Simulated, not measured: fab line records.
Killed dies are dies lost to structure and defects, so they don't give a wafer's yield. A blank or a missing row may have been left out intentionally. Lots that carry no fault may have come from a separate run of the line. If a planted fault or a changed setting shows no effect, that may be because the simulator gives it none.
Which tool was responsible? :: flow gf180mcu :: 42 wafers from 14 lots sampled at 4 of the route's 602 steps

WHAT THE GAUGES SHOWED, per wafer
GF_VT_IMPLANT_OVL_MEAS_40.
lot: L192
measured: day 7 09:11
on: overlay-01
VT_IMPLANT_03_OVL (nm): -0.6 -1.5 0.3

lot: L193
measured: day 7 20:03
on: overlay-01
VT_IMPLANT_03_OVL (nm): 1.2 1.9 0.7

lot: L194
measured: day 7 22:39
on: overlay-02
VT_IMPLANT_03_OVL (nm): -0.5 -0.3 -1.9

lot: L195
measured: day 8 06:15
on: overlay-01
VT_IMPLANT_03_OVL (nm): -1.4 -1.8 -0.2

lot: L196
measured: day 8 15:49
on: overlay-01
VT_IMPLANT_03_OVL (nm): 1.4 1.9 0.1

lot: L197
measured: day 8 19:38
on: overlay-02
VT_IMPLANT_03_OVL (nm): -0.2 -0.9 -0.3

lot: L198
measured: day 9 03:29
on: overlay-01
VT_IMPLANT_03_OVL (nm): -0.2 0.2 1.8

lot: L200
measured: day 9 15:22
on: overlay-02
VT_IMPLANT_03_OVL (nm): 2.1 -0.1 1.1

lot: L205
measured: day 11 02:23
on: overlay-01
VT_IMPLANT_03_OVL (nm): 150.5 149.9 149.0

lot: L208
measured: day 12 03:39
on: overlay-01
VT_IMPLANT_03_OVL (nm): 150.3 150.6 149.7

lot: L210
measured: day 12 14:15
on: overlay-02
VT_IMPLANT_03_OVL (nm): 0.8 1.3 1.1

lot: L211
measured: day 12 20:37
on: overlay-01
VT_IMPLANT_03_OVL (nm): -0.1 0.0 0.6

lot: L213
measured: day 13 09:46
on: overlay-01
VT_IMPLANT_03_OVL (nm): 0.1 -1.8 -1.3

lot: L214
measured: day 13 15:16
on: overlay-02
VT_IMPLANT_03_OVL (nm): 0.0 -1.2 -2.7

GF_M3_THK_MEAS_06: measures by xrf.
lot: L192
measured: day 19 22:40
on: film-metro-02
M3_ALCU_THK (nm): 457 454 451

lot: L193
measured: day 20 13:58
on: film-metro-01
M3_ALCU_THK (nm): 455 458 459

lot: L194
measured: day 20 17:11
on: film-metro-04
M3_ALCU_THK (nm): 446 435 441

lot: L195
measured: day 21 04:05
on: film-metro-01
M3_ALCU_THK (nm): 440 448 428

lot: L196
measured: day 21 16:39
on: film-metro-02
M3_ALCU_THK (nm): 454 455 455

lot: L197
measured: day 22 03:01
on: film-metro-01
M3_ALCU_THK (nm): 446 450 446

lot: L198
measured: day 22 08:17
on: film-metro-02
M3_ALCU_THK (nm): 457 456 453

lot: L200
measured: day 23 02:29
on: film-metro-04
M3_ALCU_THK (nm): 447 445 447

lot: L205
measured: day 25 03:39
on: film-metro-01
M3_ALCU_THK (nm): 436 439 443

lot: L208
measured: day 26 11:32
on: film-metro-02
M3_ALCU_THK (nm): 451 442 447

lot: L210
measured: day 27 03:25
on: film-metro-02
M3_ALCU_THK (nm): 451 461 455

lot: L211
measured: day 27 06:22
on: film-metro-04
M3_ALCU_THK (nm): 447 454 453

lot: L213
measured: day 27 13:25
on: film-metro-04
M3_ALCU_THK (nm): 447 452 448

lot: L214
measured: day 27 21:02
on: film-metro-02
M3_ALCU_THK (nm): 453 447 447

EACH LOT AND THE TOOL THAT RAN IT (in order: tool; ch and the chambers of the sampled wafers; start)
lot: L192
GF_VT_IMPLANT_EXPOSE_37: iline-stepper-01 ch 0, day 7 01:44
GF_V2_CVD_02: pecvd-03 ch 1,2, day 18 19:55

lot: L193
GF_VT_IMPLANT_EXPOSE_37: iline-stepper-01 ch 0, day 7 12:25
GF_V2_CVD_02: pecvd-02 ch 1,2, day 19 10:55

lot: L194
GF_VT_IMPLANT_EXPOSE_37: iline-stepper-01 ch 0, day 7 14:46
GF_V2_CVD_02: pecvd-03 ch 0,1, day 19 13:57

lot: L195
GF_VT_IMPLANT_EXPOSE_37: iline-stepper-01 ch 0, day 7 22:00
GF_V2_CVD_02: pecvd-03 ch 0,2, day 20 00:26

lot: L196
GF_VT_IMPLANT_EXPOSE_37: iline-stepper-01 ch 0, day 8 07:29
GF_V2_CVD_02: pecvd-01 ch 1,2, day 20 14:01

lot: L197
GF_VT_IMPLANT_EXPOSE_37: iline-stepper-01 ch 0, day 8 11:16
GF_V2_CVD_02: pecvd-03 ch 0,1,2, day 21 01:08

lot: L198
GF_VT_IMPLANT_EXPOSE_37: iline-stepper-01 ch 0, day 8 19:22
GF_V2_CVD_02: pecvd-03 ch 0,2, day 21 06:09

lot: L200
GF_VT_IMPLANT_EXPOSE_37: iline-stepper-02 ch 0, day 9 06:48
GF_V2_CVD_02: pecvd-03 ch 0,1, day 22 00:57

lot: L205
GF_VT_IMPLANT_EXPOSE_37: iline-stepper-02 ch 0, day 10 17:07
GF_V2_CVD_02: pecvd-02 ch 0,1,2, day 24 03:58

lot: L208
GF_VT_IMPLANT_EXPOSE_37: iline-stepper-02 ch 0, day 11 17:58
GF_V2_CVD_02: pecvd-03 ch 0,1,2, day 25 11:40

lot: L210
GF_VT_IMPLANT_EXPOSE_37: iline-stepper-01 ch 0, day 12 05:23
GF_V2_CVD_02: pecvd-01 ch 1,2, day 26 04:10

lot: L211
GF_VT_IMPLANT_EXPOSE_37: iline-stepper-01 ch 0, day 12 10:27
GF_V2_CVD_02: pecvd-01 ch 0,2, day 26 07:20

lot: L213
GF_VT_IMPLANT_EXPOSE_37: iline-stepper-01 ch 0, day 13 00:38
GF_V2_CVD_02: pecvd-02 ch 0,1,2, day 26 14:46

lot: L214
GF_VT_IMPLANT_EXPOSE_37: iline-stepper-01 ch 0, day 13 06:06
GF_V2_CVD_02: pecvd-02 ch 0,1,2, day 26 22:53
- GF_VT_IMPLANT_EXPOSE_37: exposes mask Nwell HV AREA, target cd 860 nm.
- GF_V2_CVD_02: deposits SiO2 from TEOS, target thk 850 nm, time 94.851 s.

WHAT THE TOOLS THEMSELVES READ (means of the sampled wafers that have a number; where no wafer has one, the mark that the record gives instead)
GF_V2_CVD_02.
lot: L192
tool: pecvd-03
heater-power-w (W): 608

lot: L193
tool: pecvd-02
heater-power-w (W): 655

lot: L194
tool: pecvd-03
heater-power-w (W): 653

lot: L195
tool: pecvd-03
heater-power-w (W): 700

lot: L196
tool: pecvd-01
heater-power-w (W): 685

lot: L197
tool: pecvd-03
heater-power-w (W): 643

lot: L198
tool: pecvd-03
heater-power-w (W): 730

lot: L200
tool: pecvd-03
heater-power-w (W): 714

lot: L205
tool: pecvd-02
heater-power-w (W): 597

lot: L208
tool: pecvd-03
heater-power-w (W): 697

lot: L210
tool: pecvd-01
heater-power-w (W): 678

lot: L211
tool: pecvd-01
heater-power-w (W): 708

lot: L213
tool: pecvd-02
heater-power-w (W): 637

lot: L214
tool: pecvd-02
heater-power-w (W): 657

THE ANSWER, worked out from the rows above alone
Rule: what is usual is taken from the lots themselves. The widest of any qualifying gaps counts: lots, ordered by their means at a reading, are off when they make up no more than a third of the lots, leave a main group of 4 or more, and stand apart from it by 3 or more times the standard deviation of that group's means. The tables above print the reading to a certain number of digits; a main group whose means all agree to those digits is not used. A lot without any number at a reading at which 4 lots or more have one is off too. Where the step has rows for the other lots, those lots are counted as sound. After the gauges, taken in route order, come the tools' own readings; for these a lot's mean is taken, as printed above. At the first step where some lot is off, the reading lying furthest off is the one used; lots without a number count as furthest.
Off: at GF_VT_IMPLANT_OVL_MEAS_40 (VT_IMPLANT_03_OVL), L205, L208. The main group: mean -0.0 nm, standard deviation 0.95.
A tool fits if, at a process step before that reading, it ran every lot that is off, and no sound lot after the first of them. The gauges at GF_VT_IMPLANT_OVL_MEAS_40 are tried like those tools. One candidate fits, namely iline-stepper-02 at GF_VT_IMPLANT_EXPOSE_37. A fault onset in the window from L200 (day 9 06:48, its last sound lot) to L205 (day 10 17:07, its first lot off) fits.

WHAT WAS PUT IN BY THE SIMULATOR
Scanner matching overlay: iline-stepper-02, from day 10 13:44 on, at GF_VT_IMPLANT_EXPOSE_37. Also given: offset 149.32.
Shown lots that were struck: L205, L208. This agrees with what the rule above found.
